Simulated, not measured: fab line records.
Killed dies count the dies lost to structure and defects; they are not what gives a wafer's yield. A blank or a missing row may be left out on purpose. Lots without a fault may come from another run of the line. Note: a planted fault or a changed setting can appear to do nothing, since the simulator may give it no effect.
fab line records + flow gf180mcu + part 2 of 2: steps 26 to 36 of 36
record
- lots=5
- wafers=15
- lastDay=34
route steps=602 shown V5@552 TOP_METAL@567 PASSIVATION@587
lots untouched by any fault: they come from a run of this same line in which no faults occurred
startH: hours from the record's first day to the start of the lot's first wafer shown + waitH: hours from the lot's prior step to this one + " unchanged from the row above + L1.1+2: a single row standing in for several wafers + - either no value or no given start + * or withheld: withheld + < > ~ a bound
route shown NAME@n: NAME is a module with steps in the file, n the number in the route of the first one + usual: average and standard deviation across the fault-free wafers + same: alike in all rows + chamber/n: place in a boat + sites: per-site readings + _std_site: how widely they spread, as a standard deviation + _edge_site: mean of outer sites minus mean of inner sites + radiusMm: how far each site lies from the wafer's centre + mask NAME#n: copy n + behind: the most recent tool/chamber to have shaped the wafer + hold: the reason the lot was held/the length of the hold in hours/how it ended + device: transistor that didn't switch, given as n, p or np + end of line: tests run on the same wafers once the route is complete + a step with no rows: only its recipe + killed: at the first sort, the dies lost to defects and structure; wafer yield is something else + map: a wafer's dies, marking killed ones x, the rest . and places with no die _
set.NAME: the run value of the setting; set.NAME@STEP: its run value at that earlier step + model.NAME: the simulator's own value behind a step, which no gauge read
lots at some steps of the route; a table a step, a row a wafer
services: a tool's chamber out of use, with start hour (startH, from the record's first day; less than 0 if before it), hours out, and reason
## steps
# step GF_TOP_METAL_SOFTBAKE_10
# recipe
- tempC=90
- timeS=60
- resist=NOVOLAK
| lot.wafer  | tool          | chamber | startH | waitH |
|------------|---------------|---------|--------|-------|
| L084.1+3+6 | lithoTrack-02 | 0       | 716.25 | 0.1   |
| L090.2+3+4 | lithoTrack-04 | 0       | 753.59 | 0.1   |
| L092.4+5+6 | lithoTrack-02 | 0       | 761.67 | 0.1   |
| L093.1+4+5 | lithoTrack-02 | 0       | 774.55 | 0.1   |
| L094.3+5+6 | lithoTrack-03 | 0       | 777.92 | 0.1   |
# step GF_TOP_METAL_EXPOSE_11
# recipe
- maskId=MetalTop
- targetCdNm=440
- na=0.6
- sourceShape=conventional
- sigmaOuter=0.6
- doseMj=170
| lot.wafer  | tool            | chamber | startH | waitH | mask       |
|------------|-----------------|---------|--------|-------|------------|
| L084.1+3+6 | ilineStepper-01 | 0       | -      | -     | MetalTop#0 |
| L090.2+3+4 | ilineStepper-02 | 0       | -      | -     | MetalTop#0 |
| L092.4+5+6 | ilineStepper-01 | 0       | -      | -     | MetalTop#0 |
| L093.1+4+5 | ilineStepper-01 | 0       | -      | -     | MetalTop#0 |
| L094.3+5+6 | ilineStepper-02 | 0       | -      | -     | MetalTop#0 |
# step GF_TOP_METAL_PEB_12
# recipe
- tempC=withheld
- timeS=*
- resist=NOVOLAK
| lot.wafer  | tool          | chamber | startH | waitH |
|------------|---------------|---------|--------|-------|
| L084.1+3+6 | lithoTrack-03 | 0       | -      | -     |
| L090.2+3+4 | lithoTrack-03 | 0       | -      | -     |
| L092.4+5+6 | lithoTrack-04 | 0       | -      | -     |
| L093.1+4+5 | lithoTrack-03 | 0       | -      | -     |
| L094.3+5+6 | lithoTrack-02 | 0       | -      | -     |
# step GF_TOP_METAL_DEVELOP_13
# recipe
- developTimeS=60
- devTempC=21.96
| lot.wafer  | tool          | chamber | startH | waitH |
|------------|---------------|---------|--------|-------|
| L084.1+3+6 | lithoTrack-03 | 0       | 725.32 | 0.1   |
| L090.2+3+4 | lithoTrack-03 | 0       | 762.19 | 0.1   |
| L092.4+5+6 | lithoTrack-04 | 0       | 769.19 | 0.1   |
| L093.1+4+5 | lithoTrack-03 | 0       | 782.22 | 0.1   |
| L094.3+5+6 | lithoTrack-02 | 0       | 785.75 | 0.1   |
# step GF_TOP_METAL_CD_MEAS_14
# recipe
- targetCdNm=440
# usual
- cdNm=439.9/2.9
| lot.wafer | tool     | chamber | startH | waitH | cdNm  |
|-----------|----------|---------|--------|-------|-------|
| L084.1    | cdSem-02 | -       | 725.52 | 0.2   | 440.3 |
| L084.3    | "        | -       | "      | "     | 440.8 |
| L084.6    | "        | -       | "      | "     | 440.8 |
| L090.2    | cdSem-01 | -       | 762.34 | 0.1   | 440.4 |
| L090.3    | "        | -       | "      | "     | 440.2 |
| L090.4    | "        | -       | "      | "     | 438.1 |
| L092.4    | cdSem-01 | -       | 769.33 | 0.1   | 441.9 |
| L092.5    | "        | -       | "      | "     | 442.0 |
| L092.6    | "        | -       | "      | "     | 443.6 |
| L093.1    | cdSem-01 | -       | 782.37 | 0.1   | 435.1 |
| L093.4    | "        | -       | "      | "     | 438.0 |
| L093.5    | "        | -       | "      | "     | 436.1 |
| L094.3    | cdSem-02 | -       | 785.89 | 0.1   | 444.7 |
| L094.5    | "        | -       | "      | "     | 444.4 |
| L094.6    | "        | -       | "      | "     | 443.7 |
# step GF_TOP_METAL_OVL_MEAS_15
# usual
- TOP_METAL_OVL=-1.3/1.5
| lot.wafer | tool       | chamber | startH | waitH | TOP_METAL_OVL[nm] |
|-----------|------------|---------|--------|-------|-------------------|
| L084.1    | overlay-01 | -       | 725.64 | 0.1   | -2.3              |
| L084.3    | "          | -       | "      | "     | -1.0              |
| L084.6    | "          | -       | "      | "     | -1.2              |
| L090.2    | overlay-02 | -       | 762.44 | 0.1   | 0.1               |
| L090.3    | "          | -       | "      | "     | 1.4               |
| L090.4    | "          | -       | "      | "     | -0.6              |
| L092.4    | overlay-02 | -       | 769.41 | 0.1   | -3.6              |
| L092.5    | "          | -       | "      | "     | -1.6              |
| L092.6    | "          | -       | "      | "     | -2.4              |
| L093.1    | overlay-02 | -       | 782.49 | 0.1   | 0.9               |
| L093.4    | "          | -       | "      | "     | -0.1              |
| L093.5    | "          | -       | "      | "     | -1.9              |
| L094.3    | overlay-01 | -       | 785.98 | 0.1   | 0.8               |
| L094.5    | "          | -       | "      | "     | 1.7               |
| L094.6    | "          | -       | "      | "     | 0.0               |
# step GF_TOP_METAL_METAL_ETCH_16
# recipe
- chemistry=Cl2/BCl3
- maskMaterial=NOVOLAK
- targetDepthNm=1077.5
- stopOn=SiO2
- pressureMtorr=8
- icpW=800
- biasW=140
- Cl2_flow_sccm=80
- bcl3FlowSccm=40
- timeS=179.6
# usual
- bcl3FlowSccm=39.97/0.11
- drypumpMotorCurrentA=5.9/0.45
- oesProductAu=0.967/0.0063
- throttleValvePct=28.255/0.01
| lot.wafer | tool        | chamber | startH | waitH | bcl3FlowSccm | drypumpMotorCurrentA | oesProductAu | rfHoursCounterH | throttleValvePct |
|-----------|-------------|---------|--------|-------|--------------|----------------------|--------------|-----------------|------------------|
| L084.1    | rieMetal-02 | 1       | 725.67 | 0.0   | 39.93        | 5.0                  | 0.978        | 9               | 28.250           |
| L084.3    | "           | 0       | "      | "     | 39.89        | 5.3                  | 0.971        | -               | 28.250           |
| L084.6    | "           | 1       | "      | "     | 40.01        | 5.0                  | 0.974        | -               | 28.247           |
| L090.2    | rieMetal-03 | 0       | 762.53 | 0.1   | 40.13        | 5.9                  | 0.972        | -               | 28.244           |
| L090.3    | "           | 0       | "      | "     | 39.89        | 6.0                  | 0.980        | -               | 28.260           |
| L090.4    | "           | 0       | "      | "     | 39.78        | 6.0                  | 0.971        | -               | 28.237           |
| L092.4    | rieMetal-03 | 1       | 769.48 | 0.1   | 40.08        | 5.7                  | 0.973        | -               | 28.256           |
| L092.5    | "           | 1       | "      | "     | 39.85        | 5.7                  | 0.969        | -               | 28.257           |
| L092.6    | "           | 0       | "      | "     | 40.08        | 6.0                  | 0.977        | -               | 28.249           |
| L093.1    | rieMetal-01 | 0       | 782.52 | 0.0   | 39.76        | 6.4                  | 0.971        | 5               | 28.248           |
| L093.4    | "           | 0       | "      | "     | 39.93        | 6.4                  | 0.972        | -               | 28.261           |
| L093.5    | "           | 0       | "      | "     | 39.82        | 6.4                  | 0.959        | -               | 28.246           |
| L094.3    | rieMetal-01 | 1       | 786.06 | 0.1   | 39.97        | 6.1                  | 0.965        | -               | 28.250           |
| L094.5    | "           | 1       | "      | "     | 40.03        | 6.1                  | 0.967        | -               | 28.254           |
| L094.6    | "           | 0       | "      | "     | 39.93        | 6.4                  | 0.967        | -               | 28.270           |
# step GF_TOP_METAL_STRIP_17
# recipe
- chemistry=O2/N2
- powerW=1400
- pressureMtorr=1500
- platenTempC=250
- o2FlowSccm=3000
- n2FlowSccm=300
- overashFraction=0.5
# usual
- drypumpMotorCurrentA=5.6/0.54
- heaterPowerW=342/43
- oesProductAu=0.710/0.0045
- stripTimeToEndpointS=13.49/0.13
| lot.wafer | tool           | chamber | startH | waitH | drypumpMotorCurrentA | heaterPowerW | oesProductAu | rfHoursCounterH | stripTimeToEndpointS |
|-----------|----------------|---------|--------|-------|----------------------|--------------|--------------|-----------------|----------------------|
| L084.1    | plasmaAsher-02 | 0       | 725.85 | 0.1   | 5.1                  | 382          | 0.711        | 31              | 13.51                |
| L084.3    | "              | 1       | "      | "     | 5.7                  | 303          | 0.712        | -               | 13.33                |
| L084.6    | "              | 0       | "      | "     | 5.1                  | 393          | 0.709        | -               | 13.63                |
| L090.2    | plasmaAsher-03 | 0       | 762.82 | 0.2   | 5.6                  | 332          | 0.709        | 72              | 13.35                |
| L090.3    | "              | 1       | "      | "     | 4.9                  | 296          | 0.715        | -               | 13.35                |
| L090.4    | "              | 0       | "      | "     | 5.6                  | 322          | 0.697        | -               | 13.27                |
| L092.4    | plasmaAsher-03 | 0       | 769.63 | 0.1   | 5.6                  | 330          | 0.703        | -               | 13.35                |
| L092.5    | "              | 0       | "      | "     | 5.7                  | 334          | 0.709        | -               | 13.34                |
| L092.6    | "              | 1       | "      | "     | 4.9                  | 294          | 0.711        | -               | 13.33                |
| L093.1    | plasmaAsher-03 | 1       | 782.70 | 0.1   | 4.9                  | 292          | 0.713        | 74              | 13.46                |
| L093.4    | "              | 0       | "      | "     | 5.6                  | 330          | 0.709        | -               | 13.46                |
| L093.5    | "              | 1       | "      | "     | 4.9                  | 291          | 0.713        | -               | 13.50                |
| L094.3    | plasmaAsher-04 | 0       | 786.21 | 0.1   | 6.1                  | 409          | 0.718        | -               | 13.43                |
| L094.5    | "              | 1       | "      | "     | 6.6                  | 392          | 0.706        | -               | 13.51                |
| L094.6    | "              | 0       | "      | "     | 6.1                  | 405          | 0.707        | -               | 13.48                |
# step GF_TOP_METAL_STRIP_18
# recipe
- chemistry=postEtchResidueRemover
- timeS=1200
- tempC=72.5
| lot.wafer  | tool        | chamber | startH | waitH |
|------------|-------------|---------|--------|-------|
| L084.1+3+6 | wetBench-03 | 0       | 725.95 | 0.1   |
| L090.2+3+4 | wetBench-02 | 0       | 762.92 | 0.1   |
| L092.4+5+6 | wetBench-02 | 3       | 769.70 | 0.0   |
| L093.1+4+5 | wetBench-03 | 0       | 782.88 | 0.1   |
| L094.3+5+6 | wetBench-03 | 3       | 786.41 | 0.2   |
# step GF_TOP_METAL_CLEAN_19
# recipe
- chemistry=DIW
- dry=n2Spin
| lot.wafer  | tool        | chamber | startH | waitH |
|------------|-------------|---------|--------|-------|
| L084.1+3+6 | wetBench-01 | 0       | 726.32 | 0.0   |
| L090.2+3+4 | wetBench-01 | 3       | 763.26 | 0.0   |
| L092.4+5+6 | wetBench-02 | 0       | 770.04 | 0.0   |
| L093.1+4+5 | wetBench-02 | 2       | 783.25 | 0.0   |
| L094.3+5+6 | wetBench-03 | 3       | 786.75 | 0.0   |
# step GF_PASSIVATION_CVD_00
# recipe
- material=SiO2
- targetThkNm=1000
- precursor=TEOS
- tempC=400
- timeS=108.3
- rfW=600
# usual
- heaterPowerW=653/94
| lot.wafer | tool     | chamber | startH | waitH | heaterPowerW |
|-----------|----------|---------|--------|-------|--------------|
| L084.1    | pecvd-02 | 0       | 726.42 | 0.0   | 523          |
| L084.3    | "        | 2       | "      | "     | 685          |
| L084.6    | "        | 2       | "      | "     | 761          |
| L090.2    | pecvd-04 | 1       | 763.35 | 0.0   | 814          |
| L090.3    | "        | 2       | "      | "     | 530          |
| L090.4    | "        | 1       | "      | "     | 660          |
| L092.4    | pecvd-02 | 2       | 770.17 | 0.0   | 770          |
| L092.5    | "        | 1       | "      | "     | 715          |
| L092.6    | "        | 0       | "      | "     | 585          |
| L093.1    | pecvd-04 | 1       | 783.35 | 0.0   | 814          |
| L093.4    | "        | 2       | "      | "     | 500          |
| L093.5    | "        | 0       | "      | "     | 475          |
| L094.3    | pecvd-02 | 2       | 786.84 | 0.0   | 777          |
| L094.5    | "        | 0       | "      | "     | 600          |
| L094.6    | "        | 1       | "      | "     | 692          |
## services
| tool            | chamber | startH | hours | kind   |
|-----------------|---------|--------|-------|--------|
| plasmaAsher-03  | -       | 682.30 | 2.8   | repair |
| rieDiel-03      | 3       | 683.68 | 5.6   | repair |
| rieDiel-03      | -       | 688.75 | 0.7   | repair |
| cmp-01          | -       | 691.32 | 4.5   | repair |
| rieDiel-04      | 1       | 695.06 | 9.2   | repair |
| plasmaAsher-02  | -       | 704.41 | 7.2   | repair |
| rieDiel-01      | 2       | 707.76 | 7.4   | repair |
| pecvd-02        | 1       | 712.69 | 14.3  | repair |
| rieDiel-04      | -       | 722.45 | 2.5   | repair |
| ilineStepper-02 | -       | 723.70 | 1.7   | pm     |
| rieDiel-01      | -       | 723.79 | 1.3   | repair |
| rieDiel-04      | 1       | 728.34 | 10.9  | repair |
| cvdW-01         | -       | 731.31 | 1.5   | repair |
| plasmaAsher-02  | -       | 731.98 | 9.0   | repair |
| plasmaAsher-04  | -       | 733.75 | 9.0   | pm     |
| cmp-01          | -       | 739.06 | 3.3   | repair |
| rieDiel-03      | 0       | 748.75 | 6.7   | repair |
| rieMetal-03     | -       | 752.44 | 0.5   | repair |
| rieDiel-04      | 2       | 755.88 | 55.9  | repair |
| pecvd-02        | -       | 757.48 | 1.6   | repair |
| rieDiel-04      | 1       | 759.32 | 9.2   | repair |
| wetBench-01     | -       | 775.82 | 39.9  | pm     |
| pecvd-02        | -       | 778.47 | 1.3   | repair |
| cmp-01          | -       | 782.89 | 2.0   | repair |
